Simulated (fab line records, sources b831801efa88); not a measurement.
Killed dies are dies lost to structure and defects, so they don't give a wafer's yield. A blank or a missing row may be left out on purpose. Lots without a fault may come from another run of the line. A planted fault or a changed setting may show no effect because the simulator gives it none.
fab line records | flow sky130
record lots=12 wafers=36 last_day=52
route steps=708 shown METAL2@487 PASSIVATION@681 PAD_OPEN@702
lots that met no fault: from a run of the same line without faults
start_h: hours from the record's first day to the start of the lot's first wafer shown | wait_h: hours since the lot's step before | " the same as in the row above | L1.1+2: a row that stands for several wafers | - no value, or no start given | * or withheld: withheld | < > ~ a bound
route shown NAME@n: a module of which the file shows steps, and the number in the route of the first | usual: mean/standard deviation of fault-free wafers | same: alike in all rows | chamber/n: place in a boat | sites: the reading at each site | _std_site: their standard deviation | _edge_site: outer sites' mean less inner sites' | radius_mm: how far each site lies from the wafer's centre | mask NAME#n: copy n | behind: the tool/chamber that last shaped the wafer | hold: why the lot was held/for how many hours/how that ended | device: the transistor (n, p or np) that didn't switch | end of line: the same wafers' tests at the end of the route | a step without rows: its recipe alone | killed: dies lost to structure and defects at the first sort, not the wafer's yield | map: a wafer's dies, x killed, . not, _ none there
set.NAME: the setting as run; set.NAME@STEP: as run at that earlier step | model.NAME: the simulator's own value behind a step, which no gauge read
steps of the route over a sample of lots; a table a step, a row a wafer
services: from which hour (start_h, from the record's first day; less than 0 if before it) a tool's chamber was out of use, for how many hours, and why
## steps
# step SKY_METAL2_SPUTTER_04
# recipe material=TiN target_thk_nm=70 power_w=6500 time_s=58.3 chamber_pressure_pa=0.4
# usual throttle_valve_pct=30.3/1.2
# columns lot.wafer tool chamber start_h wait_h throttle_valve_pct
L574.4 pvd_sputter-03 - 840.92 0.0 30.8
L574.5 " - " " 27.7
L574.6 " - " " 30.9
L576.4 pvd_sputter-03 - 863.11 0.0 30.8
L576.5 " - " " 29.9
L576.6 " - " " 30.9
L577.1 pvd_sputter-03 - 869.01 0.0 27.7
L577.3 " - " " 30.7
L577.4 " - " " 30.8
L578.1 pvd_sputter-03 - 876.35 0.0 30.8
L578.2 " - " " 30.0
L578.5 " - " " 30.8
L579.1 pvd_sputter-02 - 883.47 0.0 32.1
L579.2 " - " " 31.0
L579.6 " - " " 32.4
L580.1 pvd_sputter-03 - 889.12 0.0 30.9
L580.2 " - " " 30.5
L580.5 " - " " 30.9
L581.1 pvd_sputter-03 - 902.02 0.0 29.9
L581.5 " - " " 30.5
L581.6 " - " " 31.1
L589.1 pvd_sputter-04 - 971.50 0.0 30.6
L589.2 " - " " 29.8
L589.5 " - " " 29.7
L590.2 pvd_sputter-03 - 981.35 0.0 27.7
L590.4 " - " " 29.9
L590.5 " - " " 27.9
L592.1 pvd_sputter-02 - 986.01 0.0 30.6
L592.4 " - " " 31.1
L592.5 " - " " 29.4
L594.2 pvd_sputter-02 - 999.50 0.0 29.6
L594.3 " - " " 30.9
L594.6 " - " " 30.8
L595.1 pvd_sputter-03 - 1003.96 0.0 30.0
L595.3 " - " " 27.8
L595.6 " - " " 30.7
# step SKY_PASSIVATION_CVD_00
# recipe material=SiO2 target_thk_nm=90 temp_c=400 time_s=withheld rf_w=600
# usual heater_power_w=640/120
# columns lot.wafer tool chamber start_h wait_h heater_power_w
L574.4 pecvd-04 1 1088.87 0.0 723
L574.5 " 0 " " 449
L574.6 " 2 " " 601
L576.4 pecvd-02 0 1105.54 0.0 479
L576.5 " 1 " " 763
L576.6 " 2 " " 664
L577.1 pecvd-02 2 1109.79 0.0 629
L577.3 " 1 " " 760
L577.4 " 2 " " 631
L578.1 pecvd-04 2 1112.64 0.0 645
L578.2 " 0 " " 500
L578.5 " 1 " " 741
L579.1 pecvd-02 1 1121.30 0.0 710
L579.2 " 0 " " 462
L579.6 " 1 " " 723
L580.1 pecvd-01 2 1122.36 0.0 488
L580.2 " 0 " " 755
L580.5 " 0 " " 784
L581.1 pecvd-01 0 1133.79 0.0 652
L581.5 " 0 " " 667
L581.6 " 1 " " 874
L589.1 pecvd-02 2 1182.71 0.0 620
L589.2 " 0 " " 521
L589.5 " 1 " " 629
L590.2 pecvd-04 2 1189.00 0.0 621
L590.4 " 1 " " 676
L590.5 " 2 " " 614
L592.1 pecvd-02 0 1193.62 0.0 475
L592.4 " 0 " " 512
L592.5 " 2 " " 653
L594.2 pecvd-02 2 1202.56 0.0 673
L594.3 " 0 " " 426
L594.6 " 2 " " 682
L595.1 pecvd-02 0 1205.20 0.0 467
L595.3 " 1 " " 692
L595.6 " 1 " " 697
# step SKY_PASSIVATION_CVD_02
# recipe material=Si3N4 target_thk_nm=540 temp_c=400 time_s=withheld rf_w=450
# usual heater_power_w=704/110
# columns lot.wafer tool chamber start_h wait_h heater_power_w
L574.4 pecvd-01 2 1089.06 0.1 626
L574.5 " 0 " " 653
L574.6 " 1 " " 826
L576.4 pecvd-04 2 1105.72 0.1 555
L576.5 " 1 " " 770
L576.6 " 0 " " 566
L577.1 pecvd-01 2 1109.88 0.1 653
L577.3 " 0 " " 782
L577.4 " 2 " " 534
L578.1 pecvd-01 2 1112.73 0.1 603
L578.2 " 0 " " 686
L578.5 " 0 " " 720
L579.1 pecvd-04 2 1121.39 0.1 694
L579.2 " 1 " " 840
L579.6 " 0 " " 530
L580.1 pecvd-02 2 1122.44 0.1 666
L580.2 " 0 " " 570
L580.5 " 1 " " 660
L581.1 pecvd-02 1 1133.88 0.1 654
L581.5 " 2 " " 788
L581.6 " 0 " " 571
L589.1 pecvd-01 2 1182.80 0.1 562
L589.2 " 0 " " 695
L589.5 " 2 " " 589
L590.2 pecvd-01 0 1189.09 0.0 801
L590.4 " 2 " " 612
L590.5 " 1 " " 797
L592.1 pecvd-04 1 1193.71 0.1 789
L592.4 " 2 " " 638
L592.5 " 2 " " 678
L594.2 pecvd-01 0 1202.64 0.0 815
L594.3 " 1 " " 924
L594.6 " 2 " " 598
L595.1 pecvd-01 1 1205.28 0.1 804
L595.3 " 0 " " 778
L595.6 " 0 " " 813
# step SKY_PAD_OPEN_STRIP_08
# recipe chemistry=O2/N2 power_w=1400 pressure_mtorr=1500 platen_temp_c=withheld overash_fraction=0.7 o2_flow_sccm=3000 n2_flow_sccm=300
# usual drypump_motor_current_A=5.87/0.17 oes_product_au=0.663/0.0045 strip_time_to_endpoint_s=37.10/0.11
# columns lot.wafer tool chamber start_h wait_h drypump_motor_current_A oes_product_au rf_hours_counter_h strip_time_to_endpoint_s
L574.4 plasma_asher-01 1 1132.13 0.1 6.07 0.664 - 37.20
L574.5 " 1 " " 6.06 0.661 - 37.19
L574.6 " 0 " " 5.84 0.670 - 37.11
L576.4 plasma_asher-04 1 1147.08 0.1 5.72 0.661 - 37.01
L576.5 " 1 " " 5.72 0.657 - 36.81
L576.6 " 0 " " 6.06 0.658 - 36.91
L577.1 plasma_asher-02 0 1152.55 0.1 5.55 0.665 41 37.06
L577.3 " 0 " " 5.53 0.660 - 37.10
L577.4 " 1 " " 6.01 0.662 - 37.10
L578.1 plasma_asher-04 0 1154.85 0.1 6.03 0.670 105 37.07
L578.2 " 1 " " 5.74 0.663 105 37.07
L578.5 " 1 " " 5.74 0.662 - 37.06
L579.1 plasma_asher-02 0 1162.86 0.1 5.57 0.663 42 36.98
L579.2 " 1 " " 6.01 0.657 42 37.03
L579.6 " 1 " " 6.01 0.661 - 36.99
L580.1 plasma_asher-01 0 1163.21 0.1 5.82 0.668 10 37.14
L580.2 " 1 " " 5.97 0.666 10 37.25
L580.5 " 1 " " 6.01 0.665 - 37.17
L581.1 plasma_asher-04 0 1173.96 0.1 6.06 0.662 107 37.06
L581.5 " 1 " " 5.72 0.675 - 37.09
L581.6 " 0 " " 6.05 0.665 - 37.12
L589.1 plasma_asher-04 0 1218.01 0.1 6.06 0.661 110 37.31
L589.2 " 1 " " 5.74 0.657 110 37.27
L589.5 " 1 " " 5.74 0.659 - 37.20
L590.2 plasma_asher-01 1 1223.80 0.1 6.04 0.668 16 37.13
L590.4 " 0 " " 5.84 0.662 - 37.01
L590.5 " 0 " " 5.84 0.673 - 37.03
L592.1 plasma_asher-02 1 1228.40 0.1 6.02 0.672 49 36.96
L592.4 " 0 " " 5.56 0.662 - 36.86
L592.5 " 1 " " 6.01 0.659 - 36.87
L594.2 plasma_asher-04 0 1235.80 0.1 6.04 0.671 112 37.17
L594.3 " 1 " " 5.73 0.666 - 37.19
L594.6 " 0 " " 6.05 0.660 - 37.09
L595.1 plasma_asher-04 0 1237.95 0.1 6.05 0.670 112 37.34
L595.3 " 1 " " 5.74 0.668 - 37.12
L595.6 " 1 " " 5.74 0.659 - 37.23
# step SKY_PAD_OPEN_PROBE_99
# usual defect_limited_yield=82.5/1.9 killed_at_M0_to_M3=44/7.1 killed_at_M4_up=3.3/1.9 killed_at_contacts=24/5.3 killed_at_front_end=15/4.5 killed_at_other=0.3/0.55 killed_dies=86/9.5 killed_open=46/7.3 killed_short=39/6.4 sort_bin_3_pad_short=0.9/0.43 sort_bin_5_function=10.3/1.4 sort_bin_6_memory=6.3/1 sort_n_pass=406/9.5 sort_yield_pct=82.5/1.9
# same gross_dies=492 killed_at_back_side=0 sort_bin_4_leakage[%]=0 sort_bin_8_speed[%]=0
# columns lot.wafer tool chamber start_h wait_h defect_limited_yield[%] killed_at_M0_to_M3 killed_at_M4_up killed_at_contacts killed_at_front_end killed_at_other killed_dies killed_open killed_short sort_bin_3_pad_short[%] sort_bin_5_function[%] sort_bin_6_memory[%] sort_n_pass sort_yield_pct[%]
L580.1 prober-02 - 1165.45 0.1 70.7 107 3 23 11 0 144 42 40 3.9 18.3 7.1 348 70.7
L580.2 prober-02 - 1165.50 0.1 82.5 37 6 31 11 1 86 47 39 0.8 10.4 6.3 406 82.5
L580.5 prober-02 - 1165.65 0.2 72.2 99 2 24 12 0 137 44 31 4.7 16.5 6.7 355 72.2
L581.1 prober-01 - 1176.21 0.1 83.3 44 2 25 11 0 82 43 39 1.0 9.6 6.1 410 83.3
L581.5 prober-01 - 1176.41 0.2 82.5 45 2 22 16 1 86 42 44 0.8 9.8 6.9 406 82.5
L581.6 prober-01 - 1176.46 0.2 68.1 117 4 18 18 0 157 49 38 5.1 18.3 8.5 335 68.1
# killed by level:class
L580.1 METAL2:unspecified=62 VIA1:geometric_particle:open=11 CONTACT:geometric_particle:open=9 METAL1:geometric_particle:short=8 METAL2:geometric_particle:short=7 POLY_GATE:geometric_particle:short=5 LI_CONTACT:geometric_particle:open=5 VIA1:geometric_particle:short=5
L580.2 LI_CONTACT:geometric_particle:open=10 VIA1:geometric_particle:open=10 CONTACT:geometric_particle:open=9 LOCAL_INTERCONNECT:geometric_particle:short=7 METAL1:geometric_particle:short=5 VIA3:geometric_particle:open=5 METAL4:geometric_particle:short=5 VIA1:geometric_particle:short=4
L580.5 METAL2:unspecified=62 LI_CONTACT:geometric_particle:open=9 VIA1:geometric_particle:open=8 CONTACT:geometric_particle:open=7 POLY_GATE:geometric_particle:short=6 VIA2:geometric_particle:open=5 VIA3:geometric_particle:open=5 METAL2:geometric_particle:short=4
L581.1 VIA1:geometric_particle:open=11 METAL1:geometric_particle:short=10 LI_CONTACT:geometric_particle:open=8 VIA3:geometric_particle:open=7 LOCAL_INTERCONNECT:geometric_particle:short=6 POLY_GATE:geometric_particle:open=4 CONTACT:geometric_particle:open=4 METAL2:geometric_particle:short=4
L581.5 VIA1:geometric_particle:open=8 CONTACT:geometric_particle:open=7 VIA3:geometric_particle:short=7 VIA3:geometric_particle:open=7 LI_CONTACT:geometric_particle:open=5 CONTACT:geometric_particle:short=5 VIA2:geometric_particle:open=5 VIA2:geometric_particle:short=5
L581.6 METAL2:unspecified=70 VIA1:geometric_particle:open=12 VIA1:geometric_particle:short=7 POLY_GATE:geometric_particle:open=6 METAL2:geometric_particle:short=6 LI_CONTACT:geometric_particle:open=6 CONTACT:geometric_particle:open=6 FIELD_ISO:geometric_particle:open=5
## services
# columns tool chamber start_h hours kind
plasma_asher-04 - 827.93 1.5 repair
pvd_sputter-02 - 837.30 2.5 repair
pecvd-04 2 845.26 20.9 repair
plasma_asher-04 - 848.35 1.7 repair
plasma_asher-02 - 894.68 10.7 repair
plasma_asher-04 - 905.92 4.2 repair
plasma_asher-04 - 926.29 2.8 pm
plasma_asher-02 - 931.88 15.6 pm
pvd_sputter-03 - 995.65 5.8 repair
pvd_sputter-03 - 1008.55 3.4 repair
plasma_asher-04 - 1030.15 1.7 repair
plasma_asher-04 - 1074.71 1.3 repair
pecvd-04 - 1077.08 4.7 repair
pecvd-02 - 1084.53 14.6 pm
plasma_asher-04 - 1096.97 0.4 repair
pvd_sputter-03 - 1104.24 5.4 repair
pecvd-02 - 1113.11 1.1 repair
pecvd-04 0 1124.99 12.2 repair
pecvd-02 - 1131.16 0.7 repair
pecvd-02 - 1156.63 0.7 repair
pvd_sputter-03 - 1169.75 2.9 repair
pvd_sputter-03 - 1179.89 3.1 repair
plasma_asher-04 - 1192.84 12.0 pm
pecvd-01 - 1196.65 2.5 repair
## key
first_sign step=SKY_PAD_OPEN_PROBE_99 reading=killed_at_M0_to_M3 direction=up sigmas=9 usual=44 struck=108
effect step=SKY_PAD_OPEN_PROBE_99 reading=sort_bin_3_pad_short direction=up sigmas=8.5 usual=0.9 struck=4.5
met_at SKY_METAL2_SPUTTER_04
struck_lots L580,L581
struck_wafers L580.1,L580.5,L581.6
not_acting_at SKY_PASSIVATION_CVD_00,SKY_PASSIVATION_CVD_02,SKY_PAD_OPEN_STRIP_08
onset_between 876.35 889.12
fault kind=chamber_particle_source tool=pvd_sputter-03 chamber=- onset_h=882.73 steps=SKY_METAL2_SPUTTER_04 rate_per_visit_cm2=1.3379 end_h=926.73 scope=struck_wafers_only
